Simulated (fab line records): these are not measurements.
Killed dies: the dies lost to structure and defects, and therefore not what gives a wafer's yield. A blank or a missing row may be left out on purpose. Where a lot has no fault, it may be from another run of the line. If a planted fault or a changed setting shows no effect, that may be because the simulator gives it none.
fab line records | flow gf180mcu
record: lots: 13 | wafers: 39 | last_day: 34
route steps=602 shown LVPWELL@58 M1@330 M2@377
lots that met no fault: from a run of the same line without faults
start_h: hours from the record's opening day to when the first of the lot's shown wafers began | wait_h: hours elapsed since this lot's preceding step | " the same as in the row above | L1.1+2: a single row standing in for several wafers | - either no value or no given start | * or withheld: withheld | < > ~ a bound
route shown NAME@n: NAME is a module with steps in the file, n the number in the route of the first one | usual: the fault-free wafers' mean and standard deviation | same: alike in all rows | chamber/n: place in a boat | sites: readings site by site | _std_site: the values' standard deviation | _edge_site: inner sites' mean taken away from outer sites' mean | radius_mm: for every site, how far away it sits from the centre of the wafer | mask NAME#n: copy n | behind: the most recent tool/chamber to have shaped the wafer | hold: what put the lot on hold/how long, in hours/how the hold closed | device: whichever transistor did not switch (one of n, p or np) | end of line: at the end of the route, the tests of the same wafers | a step with no rows: only its recipe | killed: count of dies lost to structure and defects at first sort (not the wafer's yield) | map: the dies of a wafer, with x for killed, . for not killed, _ for no die there
set.NAME: the setting the step ran with; set.NAME@STEP: the setting that earlier step ran with | model.NAME: the simulator's own value behind a step, which no gauge read
route steps across a sampled set of lots; one table per step, one row per wafer
services: the hour from which a tool's chamber was out of use, counted from the record's first day as start_h (under 0 if before that day), plus the number of hours and why
== steps ==
step: GF_LVPWELL_EXPOSE_04
recipe: mask_id: LVPWELL | target_cd_nm: 600 | na: 0.6 | source_shape: conventional | sigma_outer: 0.6 | dose_mj: 260
same: sigma_outer: 0.6
lot.wafer  | tool             | chamber | start_h | wait_h | mask
L658.2+5+6 | iline_stepper-02 | 0       | 79.06   | -      | LVPWELL#0
L659.2+3+5 | iline_stepper-01 | 0       | 84.77   | -      | LVPWELL#0
L660.1+4+6 | iline_stepper-02 | 0       | 87.93   | -      | LVPWELL#0
L661.3+4+5 | iline_stepper-02 | 0       | 90.80   | -      | LVPWELL#0
L662.1+5+6 | iline_stepper-01 | 0       | 96.45   | -      | LVPWELL#0
L663.2+3+4 | iline_stepper-01 | 0       | 100.89  | -      | LVPWELL#0
L665.1+2+3 | iline_stepper-01 | 0       | 119.42  | -      | LVPWELL#0
L670.3+4+5 | iline_stepper-01 | 0       | 143.35  | -      | LVPWELL_R1#0
L672.1+2+4 | iline_stepper-01 | 0       | 149.11  | -      | LVPWELL#0
L675.2+3+5 | iline_stepper-02 | 0       | 167.83  | -      | LVPWELL#0
L677.1+2+4 | iline_stepper-01 | 0       | 178.60  | -      | LVPWELL#0
L678.2+3+6 | iline_stepper-01 | 0       | 184.53  | -      | LVPWELL#0
L679.1+2+5 | iline_stepper-01 | 0       | 189.85  | -      | LVPWELL#0
step: GF_M1_OVL_MEAS_15
usual: M1_OVL: 3/6
lot.wafer | tool       | chamber | start_h | wait_h | M1_OVL[nm]
L658.2    | overlay-02 | -       | 414.60  | 0.1    | 13
L658.5    | "          | -       | "       | "      | 3
L658.6    | "          | -       | "       | "      | 8
L659.2    | overlay-02 | -       | 421.39  | 0.1    | -1
L659.3    | "          | -       | "       | "      | 7
L659.5    | "          | -       | "       | "      | 2
L660.1    | overlay-01 | -       | 427.08  | 0.1    | 7
L660.4    | "          | -       | "       | "      | -7
L660.6    | "          | -       | "       | "      | -6
L661.3    | overlay-01 | -       | 429.16  | 0.1    | 12
L661.4    | "          | -       | "       | "      | 9
L661.5    | "          | -       | "       | "      | 12
L662.1    | overlay-02 | -       | 442.70  | 0.1    | -2
L662.5    | "          | -       | "       | "      | -4
L662.6    | "          | -       | "       | "      | 1
L663.2    | overlay-01 | -       | 450.44  | 0.1    | 11
L663.3    | "          | -       | "       | "      | 5
L663.4    | "          | -       | "       | "      | 9
L665.1    | overlay-02 | -       | 483.18  | 0.1    | -4
L665.2    | "          | -       | "       | "      | -10
L665.3    | "          | -       | "       | "      | 0
L670.3    | overlay-02 | -       | 517.21  | 0.1    | 6
L670.4    | "          | -       | "       | "      | 6
L670.5    | "          | -       | "       | "      | 0
L672.1    | overlay-01 | -       | 526.15  | 0.1    | -3
L672.2    | "          | -       | "       | "      | -2
L672.4    | "          | -       | "       | "      | 2
L675.2    | overlay-01 | -       | 558.28  | 0.1    | -2
L675.3    | "          | -       | "       | "      | 4
L675.5    | "          | -       | "       | "      | 1
L677.1    | overlay-02 | -       | 568.68  | 0.1    | 4
L677.2    | "          | -       | "       | "      | -3
L677.4    | "          | -       | "       | "      | 4
L678.2    | overlay-02 | -       | 575.80  | 0.1    | 3
L678.3    | "          | -       | "       | "      | -4
L678.6    | "          | -       | "       | "      | -1
L679.1    | overlay-02 | -       | 582.88  | 0.1    | 5
L679.2    | "          | -       | "       | "      | -3
L679.5    | "          | -       | "       | "      | 7
step: GF_M2_OVL_MEAS_15
usual: M2_OVL: -1/4.6
lot.wafer | tool       | chamber | start_h | wait_h | M2_OVL[nm]
L658.2    | overlay-01 | -       | 465.99  | 0.1    | -1
L658.5    | "          | -       | "       | "      | 1
L658.6    | "          | -       | "       | "      | 2
L659.2    | overlay-02 | -       | 473.32  | 0.1    | 5
L659.3    | "          | -       | "       | "      | -5
L659.5    | "          | -       | "       | "      | 0
L660.1    | overlay-02 | -       | 478.68  | 0.1    | 2
L660.4    | "          | -       | "       | "      | 3
L660.6    | "          | -       | "       | "      | 2
L661.3    | overlay-01 | -       | 481.17  | 0.1    | 2
L661.4    | "          | -       | "       | "      | 4
L661.5    | "          | -       | "       | "      | -6
L662.1    | overlay-01 | -       | 494.75  | 0.1    | -2
L662.5    | "          | -       | "       | "      | -3
L662.6    | "          | -       | "       | "      | -5
L663.2    | overlay-01 | -       | 501.74  | 0.1    | 9
L663.3    | "          | -       | "       | "      | 7
L663.4    | "          | -       | "       | "      | 4
L665.1    | overlay-01 | -       | 533.60  | 0.1    | -3
L665.2    | "          | -       | "       | "      | -5
L665.3    | "          | -       | "       | "      | -5
L670.3    | overlay-02 | -       | 565.71  | 0.1    | 0
L670.4    | "          | -       | "       | "      | -2
L670.5    | "          | -       | "       | "      | 2
L672.1    | overlay-01 | -       | 574.16  | 0.1    | -5
L672.2    | "          | -       | "       | "      | 4
L672.4    | "          | -       | "       | "      | 2
L675.2    | overlay-01 | -       | 605.02  | 0.1    | 1
L675.3    | "          | -       | "       | "      | -5
L675.5    | "          | -       | "       | "      | -1
L677.1    | overlay-02 | -       | 614.41  | 0.1    | 2
L677.2    | "          | -       | "       | "      | 6
L677.4    | "          | -       | "       | "      | 5
L678.2    | overlay-01 | -       | 620.58  | 0.1    | 9
L678.3    | "          | -       | "       | "      | -13
L678.6    | "          | -       | "       | "      | -1
L679.1    | overlay-01 | -       | 626.71  | 0.1    | 6
L679.2    | "          | -       | "       | "      | -5
L679.5    | "          | -       | "       | "      | 1
step: GF_M2_METAL_ETCH_16
recipe: chemistry: Cl2/BCl3 | mask_material: KrF | target_depth_nm: 750.8 | stop_on: SiO2 | pressure_mtorr: 8 | icp_w: 800 | bias_w: 140 | Cl2_flow_sccm: 80 | bcl3_flow_sccm: 40 | time_s: 125.1
usual: drypump_motor_current_A: 5.9/0.46 | oes_product_au: 0.992/0.0062 | throttle_valve_pct: 28.228/0.0087
lot.wafer | tool         | chamber | start_h | wait_h | drypump_motor_current_A | oes_product_au | rf_hours_counter_h | throttle_valve_pct
L658.2    | rie_metal-02 | 1       | 466.02  | 0.0    | 6.7                     | 0.992          | 11                 | 28.228
L658.5    | "            | 1       | "       | "      | 6.7                     | 0.988          | -                  | 28.213
L658.6    | "            | 0       | "       | "      | 6.4                     | 0.983          | -                  | 28.226
L659.2    | rie_metal-02 | 1       | 473.35  | 0.0    | 6.7                     | 1.000          | 11                 | 28.221
L659.3    | "            | 1       | "       | "      | 6.6                     | 0.998          | -                  | 28.227
L659.5    | "            | 1       | "       | "      | 6.7                     | 1.002          | -                  | 28.229
L660.1    | rie_metal-04 | 0       | 478.72  | 0.0    | 5.7                     | 0.986          | 5                  | 28.214
L660.4    | "            | 0       | "       | "      | 5.7                     | 0.994          | -                  | 28.223
L660.6    | "            | 1       | "       | "      | 5.4                     | 0.976          | -                  | 28.228
L661.3    | rie_metal-01 | 1       | 481.24  | 0.1    | 5.6                     | 0.995          | -                  | 28.224
L661.4    | "            | 0       | "       | "      | 6.2                     | 0.988          | -                  | 28.223
L661.5    | "            | 0       | "       | "      | 6.2                     | 0.996          | -                  | 28.227
L662.1    | rie_metal-02 | 1       | 494.78  | 0.0    | 6.7                     | 1.000          | 11                 | 28.218
L662.5    | "            | 0       | "       | "      | 6.4                     | 0.995          | -                  | 28.236
L662.6    | "            | 1       | "       | "      | 6.7                     | 0.997          | -                  | 28.215
L663.2    | rie_metal-04 | 0       | 501.77  | 0.0    | 5.7                     | 0.992          | 6                  | 28.218
L663.3    | "            | 1       | "       | "      | 5.4                     | 0.991          | -                  | 28.233
L663.4    | "            | 0       | "       | "      | 5.7                     | 0.991          | -                  | 28.228
L665.1    | rie_metal-01 | 0       | 533.63  | 0.0    | 6.2                     | 0.997          | 6                  | 28.222
L665.2    | "            | 1       | "       | "      | 5.6                     | 0.990          | 1                  | 28.229
L665.3    | "            | 0       | "       | "      | 6.2                     | 0.993          | -                  | 28.231
L670.3    | rie_metal-01 | 1       | 565.77  | 0.1    | 5.6                     | 0.996          | -                  | 28.239
L670.4    | "            | 0       | "       | "      | 6.2                     | 0.995          | -                  | 28.223
L670.5    | "            | 0       | "       | "      | 6.2                     | 1.001          | -                  | 28.222
L672.1    | rie_metal-02 | 1       | 574.20  | 0.0    | 6.7                     | 0.992          | 14                 | 28.234
L672.2    | "            | 0       | "       | "      | 6.4                     | 0.987          | 11                 | 28.237
L672.4    | "            | 0       | "       | "      | 6.4                     | 0.991          | -                  | 28.241
L675.2    | rie_metal-04 | 0       | 605.05  | 0.0    | 5.6                     | 0.997          | 9                  | 28.227
L675.3    | "            | 1       | "       | "      | 5.4                     | 0.979          | -                  | 28.230
L675.5    | "            | 0       | "       | "      | 5.7                     | 0.984          | -                  | 28.222
L677.1    | rie_metal-04 | 0       | 614.45  | 0.0    | 5.7                     | 0.989          | 9                  | 28.223
L677.2    | "            | 1       | "       | "      | 5.4                     | 0.984          | 4                  | 28.245
L677.4    | "            | 0       | "       | "      | 5.7                     | 0.990          | -                  | 28.221
L678.2    | rie_metal-01 | 0       | 620.61  | 0.0    | 6.2                     | 0.997          | 9                  | 28.230
L678.3    | "            | 0       | "       | "      | 6.2                     | 0.995          | -                  | 28.226
L678.6    | "            | 0       | "       | "      | 6.2                     | 0.995          | -                  | 28.209
L679.1    | rie_metal-04 | 1       | 626.74  | 0.0    | 5.4                     | 0.986          | 4                  | 28.234
L679.2    | "            | 0       | "       | "      | 5.7                     | 0.995          | 9                  | 28.233
L679.5    | "            | 0       | "       | "      | 5.7                     | 1.000          | -                  | 28.209
== services ==
tool             | chamber | start_h | hours | kind
rie_metal-04     | -       | 62.73   | 2.8   | pm
iline_stepper-02 | -       | 103.22  | 7.1   | repair
rie_metal-01     | 0       | 115.27  | 16.0  | repair
iline_stepper-02 | -       | 119.08  | 2.3   | repair
iline_stepper-02 | -       | 141.22  | 4.4   | pm
rie_metal-04     | -       | 160.29  | 0.4   | repair
iline_stepper-02 | -       | 174.62  | 1.7   | pm
rie_metal-01     | -       | 214.26  | 0.4   | repair
iline_stepper-01 | 0       | 225.44  | -     | calibration
iline_stepper-01 | -       | 252.84  | 9.2   | repair
iline_stepper-01 | -       | 262.58  | 1.7   | pm
iline_stepper-01 | -       | 284.26  | 5.1   | repair
rie_metal-04     | 1       | 312.89  | 6.3   | repair
rie_metal-02     | 1       | 347.87  | 3.8   | repair
iline_stepper-02 | -       | 351.27  | 6.3   | repair
rie_metal-01     | -       | 389.05  | 2.8   | pm
iline_stepper-02 | -       | 392.69  | 1.7   | pm
iline_stepper-02 | -       | 466.44  | 7.4   | repair
rie_metal-02     | -       | 469.39  | 2.8   | pm
iline_stepper-01 | -       | 480.76  | 1.7   | pm
rie_metal-02     | -       | 506.11  | 1.3   | repair
iline_stepper-02 | -       | 539.06  | 16.5  | repair
rie_metal-02     | -       | 570.98  | 1.4   | pm
iline_stepper-02 | -       | 610.87  | 1.7   | pm
== key ==
first_sign: step: GF_LVPWELL_EXPOSE_04 | reading: mask | direction: changed
effect none on later readings
met_at GF_LVPWELL_EXPOSE_04
struck_lots L670
tester_left_out L670
not_acting_at GF_M1_OVL_MEAS_15,GF_M2_OVL_MEAS_15,GF_M2_METAL_ETCH_16
onset_between 119.42 143.35
fault: kind: wrong_mask | tool: any | chamber: - | onset_h: 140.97 | steps: GF_LVPWELL_EXPOSE_04 | aux_copy: LVPWELL_R1#0 | cd_offset_nm: -72 | scope: struck_lots_only
tester_left_out: of these lots the tester's yield and bins aren't shown, on N5 and GAA mostly nor the transistor test; their killed dies are dies lost to structure and defects alone, not to doping, threshold or leakage, so they don't give the yield
